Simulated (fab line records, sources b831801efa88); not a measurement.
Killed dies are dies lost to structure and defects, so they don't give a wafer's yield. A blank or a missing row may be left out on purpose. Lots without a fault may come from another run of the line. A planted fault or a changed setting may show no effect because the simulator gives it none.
A struck lot beside a sound one | flow gf180mcu | 18 steps out of a route of 602
Sound: wafers L884.2, L884.4, L884.5. Struck: wafers L875.2, L875.6. (L875.5 of the same lot was not struck and is left out.) The cause comes at the end.
At each step with rows: each side's tool, then ch and its chambers, then its first start. Under that, the readings that differ: sound wafers | struck wafers | difference of the means | sigmas: that difference in standard deviations of wafers without a fault.
alike: readings whose means differ by less than 2 such deviations, and words and numbers that are the same on both sides. not compared: withheld readings, readings that some wafer has no value for, bounds like >300 that may hide the same value, and numbers for which the record gives no deviation and whose values overlap.
The two part at a step that has a row with sigmas, a row that says differs or no value, or rows on one side only. Numbers that don't overlap but have no deviation are shown without sigmas and don't part them. A reading that every wafer of one side lacks parts them only if that side has two wafers or more.

first, 3 steps without rows for these wafers: GF_V3_EXPOSE_11 (exposes mask Via3, target cd 260 nm); GF_V3_PEB_12 (peb time 90 s); GF_V3_DEVELOP_13 (develop time 60 s).
GF_V3_CD_MEAS_14: target cd 260 nm.
  sound on cd_sem-01, day 29 03:37; struck on cd_sem-02, day 26 11:28
  alike: cd_nm
GF_V3_OVL_MEAS_15:
  sound on overlay-02, day 29 03:44; struck on overlay-02, day 26 11:34
  alike: V3_OVL
GF_V3_ETCH_16: etches BARC in N2/H2.
  sound on rie_diel-02 ch 0,2, day 29 03:46; struck on rie_diel-03 ch 1, day 26 11:36
  alike: drypump_motor_current_A, oes_product_au, rf_fwd_power_W, throttle_valve_pct
then, 1 step without rows for these wafers: GF_V3_ETCH_17 (etches SiO2 in C4F8/O2/Ar, stops on TiN, target depth 635 nm).
GF_V3_STRIP_18: strips in O2/N2.
  sound on plasma_asher-03 ch 0,1, day 29 03:53; struck on plasma_asher-02 ch 1, day 26 11:44
  reading            | sound       | struck  | difference | sigmas
  heater_power_w (W) | 322 276 320 | 418 416 | +111       | +3
  alike: drypump_motor_current_A, oes_product_au
  not compared: rf_hours_counter_h
then, 2 steps without rows for these wafers: GF_V3_STRIP_19 (strips in post etch residue remover, time 1200 s); GF_V3_CLEAN_20 (cleans in DIW).
GF_V3_SPUTTER_21: material Ti, target thk 15 nm, time 80.02 s.
  sound on pvd_sputter-03, day 29 04:25; struck on pvd_sputter-04, day 26 12:16
  alike: throttle_valve_pct
GF_V3_SPUTTER_22: material TiN, target thk 10 nm, time 40 s.
  sound on pvd_sputter-03, day 29 04:29; struck on pvd_sputter-04, day 26 12:20
  alike: throttle_valve_pct
GF_V3_CVD_23: deposits W, target thk 350 nm, time 104.9 s.
  sound on cvd_w-02 ch 0, day 29 04:31; struck on cvd_w-01 ch 1, day 26 12:22
  reading                          | sound             | struck      | difference | sigmas
  model.W_of_V3_CVD_23.thk_nm (nm) | 345.1 347.2 345.2 | 514.2 512.5 | +167.5     |
  alike: heater_power_w, susceptor_temp_C
  not compared: since_wet_clean_h
GF_V3_RS_MEAS_24: measures by four-point-probe.
  sound on film_metro-02, day 29 04:39; struck on film_metro-03, day 26 12:30
  reading          | sound             | struck      | difference | sigmas
  V3_W_RS (ohm/sq) | 0.333 0.330 0.332 | 0.222 0.222 | -0.110     | -30
GF_V3_THK_MEAS_25: measures by xrf.
  sound on film_metro-02, day 29 04:46; struck on film_metro-03, day 26 12:37
  reading       | sound       | struck  | difference | sigmas
  V3_W_THK (nm) | 353 354 351 | 519 510 | +162       | +29
GF_V3_CMP_26: polishes, stops on SiO2, t overpolish 15 s, target thk 0 nm.
  sound on cmp-01 ch 0,1,2, day 29 04:49; struck on cmp-02 ch 1,2, day 26 12:46
  reading                | sound    | struck  | difference | sigmas
  time_to_endpoint_s (s) | 83 93 85 | 126 126 | +39        | +9
  alike: motor_current_A
GF_M4_SPUTTER_00: material Ti, target thk 37.5 nm, time 150 s.
  sound on pvd_sputter-01, day 29 05:07; struck on pvd_sputter-03, day 26 12:58
  alike: throttle_valve_pct
-- the record jumps here: 6 days lie between the struck wafers' starts before and after (it left off in module M4 and takes up again in module PASSIVATION, whose first step shown is number 602 of the route) --
GF_PASSIVATION_PROBE_99:
  the record has rows for the struck wafers here (prober-02, day 32 09:32) and none for the sound ones

WHERE THEY PART
First at GF_V3_STRIP_18; last, within this record, at GF_PASSIVATION_PROBE_99.

WHY: what the simulator had put in
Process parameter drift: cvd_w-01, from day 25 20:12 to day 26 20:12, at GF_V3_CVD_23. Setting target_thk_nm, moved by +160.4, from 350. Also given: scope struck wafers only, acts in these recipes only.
